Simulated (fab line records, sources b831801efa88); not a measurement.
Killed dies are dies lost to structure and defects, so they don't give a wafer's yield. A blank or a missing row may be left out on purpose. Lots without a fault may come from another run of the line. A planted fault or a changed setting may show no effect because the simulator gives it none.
Matching of chambers ; flow gf180mcu ; rieDiel-03 running GF_V4_ETCH_16: 4 sister chambers
The step etches BARC in N2/H2. 4 wafers are shown with their chamber, then 8 later ones without.

== WAFERS, EACH WITH ITS CHAMBER ==
wafer;chamber;drypumpMotorCurrentA (A)
L081.1;0;5.8
L083.2;3;5.6
L083.6;2;6.5
L095.1;1;6.0

== WAFERS WITHOUT THEIR CHAMBER ==
wafer;drypumpMotorCurrentA (A)
L095.3;5.8
L095.4;6.0
L096.1;5.8
L096.4;5.9
L096.6;5.8
L097.3;5.6
L097.4;5.7
L097.5;5.9

== EACH ONE'S CHAMBER ==
wafer;from the rows above;in truth
L095.3;0;0
L095.4;1;1
L096.1;0;0
L096.4;can't be placed: 1 or 0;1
L096.6;0;0
L097.3;3;3
L097.4;can't be placed: 0 or 3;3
L097.5;can't be placed: 1 or 0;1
Placed correctly: 5 of 8. These rows do not allow placing 3 (true chamber among the candidates in 3). Placed wrongly: 0.
How it was worked out, from the rows above alone: a wafer's distance from a chamber is the root of the sum, over the readings, of the square of ((its reading less the chamber's mean) divided by the reading's scatter). The wafer belongs to the nearest chamber; if the next one is less than 2 further off, it can't be placed. The mean given for a chamber averages the wafers shown for that chamber. The scatter (one wafer shown for each chamber): square how far every hidden wafer sits from the nearest shown wafer, average those squares and take the square root.
